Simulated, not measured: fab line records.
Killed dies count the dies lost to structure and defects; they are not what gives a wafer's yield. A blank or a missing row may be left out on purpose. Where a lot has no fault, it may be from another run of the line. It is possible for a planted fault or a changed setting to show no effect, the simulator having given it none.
One fault seen from 2 desks || flow sky130 || what lay behind the numbers comes last; until then each desk has only its own

== DESK OF THE TOOL OWNER: lpcvd-03 ==
The tool's own readings at SKY_SONOS_ONO_CVD_04 (deposits SiO2 from SiH4/N2O, target thk 5.7199 nm): means of the sampled wafers that have a number, for each lot that ran on this tool. The brackets show how far a lot's mean lies from the usual mean; more than 4 standard deviations puts the lot out of limits, marked OUT.
Columns: A = spikeTcBottomC at SKY_SONOS_ONO_CVD_04, usual 918.8 C; B = spikeTcCentreC at SKY_SONOS_ONO_CVD_04, usual 899.2 C; C = spikeTcLowerC at SKY_SONOS_ONO_CVD_04, usual 900.3 C; D = zonePowerBottomPct at SKY_SONOS_ONO_CVD_04, usual 27.3 %; E = zonePowerCentrePct at SKY_SONOS_ONO_CVD_04, usual 17.8 %; F = zonePowerLowerPct at SKY_SONOS_ONO_CVD_04, usual 16.4 %
{"lot": "L837", "first seen here": "day 11 15:30", "A": 918.2, "B": 900.3, "C": 899.7, "D": 25.8, "E": 16.6, "F": 15.9}
{"lot": "L838", "first seen here": "day 12 15:35", "A": 919.7, "B": 898.6, "C": 901.5, "D": 28.6, "E": 18.7, "F": 16.9}
{"lot": "L839", "first seen here": "day 12 16:50", "A": 917.2, "B": 899.2, "C": 901.5, "D": 26.0, "E": 16.7, "F": 15.8}
{"lot": "L840", "first seen here": "day 12 18:05", "A": 918.3, "B": 900.0, "C": 900.0, "D": 26.0, "E": 16.6, "F": 15.8}
{"lot": "L841", "first seen here": "day 12 21:47", "A": 919.3, "B": 899.1, "C": 900.0, "D": 28.4, "E": 18.8, "F": 16.9}
{"lot": "L842", "first seen here": "day 12 21:47", "A": 919.0, "B": 899.6, "C": 901.4, "D": 28.3, "E": 18.5, "F": 16.8}
{"lot": "L843", "first seen here": "day 13 09:59", "A": 919.7, "B": 899.1, "C": 901.4, "D": 28.5, "E": 18.7, "F": 16.7}
{"lot": "L844", "first seen here": "day 13 23:53", "A": 916.8, "B": 897.9, "C": 899.9, "D": 25.7, "E": 16.8, "F": 15.8}
{"lot": "L853", "first seen here": "day 16 23:50", "A": "911.0 (-5.2) OUT", "B": "894.0 (-4.8) OUT", "C": "943.7 (+39) OUT", "D": "19.7 (-5.9) OUT", "E": "9.4 (-8.4) OUT", "F": "31.5 (+31) OUT"}
{"lot": "L856", "first seen here": "day 17 23:09", "A": 919.8, "B": 899.1, "C": 900.4, "D": 28.3, "E": 18.7, "F": 16.8}
{"lot": "L860", "first seen here": "day 20 07:50", "A": 920.2, "B": 899.8, "C": 899.9, "D": 28.4, "E": 18.8, "F": 16.9}
{"lot": "L859", "first seen here": "day 20 09:05", "A": 919.8, "B": 898.8, "C": 901.6, "D": 28.4, "E": 18.8, "F": 16.9}
This desk's finding: out of limits on L853; first on L853, day 16 23:50 (spikeTcBottomC at SKY_SONOS_ONO_CVD_04). L837, L838, L839, L840, L841, L842, L843, L844, L856, L860, L859 stayed within limits.

== THE METROLOGY DESK ==
What the gauges read for every lot (on any tool): the sampled wafers with a number, averaged. The brackets show how far a lot's mean lies from the usual mean; more than 4 standard deviations puts the lot out of limits, marked OUT.
Columns: A = VT_ADJUST_NCORE_OVL at SKY_VT_ADJUST_NCORE_OVL_MEAS_08, usual -1.1 nm; B = VT_ADJUST_HVTR_TW at SKY_VT_ADJUST_HVTR_TW_MEAS_11, usual 209.6
{"lot": "L837", "first seen here": "day 8 12:31", "A": -0.9, "B": 209.5}
{"lot": "L838", "first seen here": "day 9 13:26", "A": -1.5, "B": 209.6}
{"lot": "L839", "first seen here": "day 9 13:50", "A": -3.0, "B": 209.5}
{"lot": "L840", "first seen here": "day 9 13:59", "A": -1.2, "B": 209.8}
{"lot": "L842", "first seen here": "day 9 17:57", "A": -1.3, "B": 209.8}
{"lot": "L841", "first seen here": "day 9 19:02", "A": 0.5, "B": 210.5}
{"lot": "L843", "first seen here": "day 10 02:02", "A": -1.6, "B": 209.3}
{"lot": "L844", "first seen here": "day 10 17:41", "A": -0.1, "B": 209.2}
{"lot": "L853", "first seen here": "day 13 08:26", "A": -1.4, "B": 210.2}
{"lot": "L856", "first seen here": "day 14 05:29", "A": -1.8, "B": 210.3}
{"lot": "L859", "first seen here": "day 16 07:44", "A": -1.1, "B": 209.4}
{"lot": "L860", "first seen here": "day 16 09:08", "A": -0.2, "B": 209.3}
This desk's finding: nothing out of limits on any of the 12 lots.

== BROUGHT TOGETHER ==
The tool owner's desk could have raised an alarm at day 16 23:50, on L853.
From the metrology desk's view, nothing was out of limits.
The metrology desk has L853 on record, within its limits.
Of the lots named, all ran SKY_SONOS_ONO_CVD_04 on lpcvd-03.

== WHAT HAD BEEN PUT IN BY THE SIMULATOR ==
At SKY_SONOS_ONO_CVD_04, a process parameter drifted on lpcvd-03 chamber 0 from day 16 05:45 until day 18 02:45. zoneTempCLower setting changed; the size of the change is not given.
Struck lots among those shown: L853.
Time in hours from fault onset to the first out-of-limits reading at each desk: the tool owner's desk, 18.
